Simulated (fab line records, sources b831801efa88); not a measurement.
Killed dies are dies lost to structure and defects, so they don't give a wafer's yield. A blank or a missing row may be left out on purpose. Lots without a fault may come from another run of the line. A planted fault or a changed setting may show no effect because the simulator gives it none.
Which tool did it? | flow gf180mcu | 12 lots, 36 wafers sampled, at 2 steps of a route of 602

WHAT THE GAUGES READ, wafer by wafer
GF_HV_LDD_OVL_MEAS_47.
lot  | measured     | on         | HV_LDD_03_OVL (nm)
L075 | day 12 14:47 | overlay-01 | -1.0 -0.5 -0.3
L077 | day 13 07:05 | overlay-01 | 0.0 -1.8 0.4
L079 | day 13 21:48 | overlay-02 | -0.6 -1.6 -1.3
L081 | day 14 15:47 | overlay-01 | -0.9 -0.2 -0.4
L083 | day 15 10:26 | overlay-02 | -1.4 1.5 0.1
L085 | day 15 18:07 | overlay-01 | 1.2 1.5 -0.1
L087 | day 16 14:59 | overlay-02 | 1.3 2.8 2.0
L089 | day 17 12:39 | overlay-01 | 1.8 1.4 2.3
L091 | day 18 10:59 | overlay-02 | 0.8 1.7 1.2
L093 | day 19 10:14 | overlay-01 | -1.1 0.5 -2.4
L095 | day 19 16:53 | overlay-02 | -0.5 0.9 -0.5
L097 | day 20 09:29 | overlay-01 | -2.1 -0.1 -1.6

WHICH TOOL RAN EACH LOT (tool, then ch and the chambers of the sampled wafers, then the start)
lot  | GF_POLY_GATE_ETCH_12
L075 | rie_diel-01 ch 0,1,2, day 9 10:11
L077 | rie_diel-04 ch 1,2,3, day 10 01:28
L079 | rie_diel-04 ch 2,3, day 10 13:59
L081 | rie_diel-01 ch 0,3, day 11 04:31
L083 | rie_diel-04 ch 0,1,3, day 11 22:17
L085 | rie_diel-04 ch 0,2,3, day 12 05:23
L087 | rie_diel-03 ch 0,3, day 12 22:13
L089 | rie_diel-04 ch 0,1,3, day 13 15:41
L091 | rie_diel-03 ch 0,2,3, day 14 14:01
L093 | rie_diel-01 ch 2,3, day 15 10:49
L095 | rie_diel-04 ch 1,2,3, day 15 18:10
L097 | rie_diel-03 ch 0,3, day 16 08:02
- GF_POLY_GATE_ETCH_12: etches BARC in N2/H2.

THE ANSWER, worked out from the rows above alone
Rule: what is usual is taken from the lots themselves. Put in order of their means at a reading, lots are off if they are a third of the lots or fewer, leave a main group of 4 or more, and stand apart from it by a gap of 3 or more times the standard deviation of the main group's means; of several such gaps the widest counts. A main group whose means are all the same, to the digits that the tables above print for the reading, isn't used. A lot without any number at a reading at which 4 lots or more have one is off too. The other lots that the step has rows for count as sound.
No lot is off at any reading shown: from this, nothing can be told.

WHAT THE SIMULATOR HAD PUT IN
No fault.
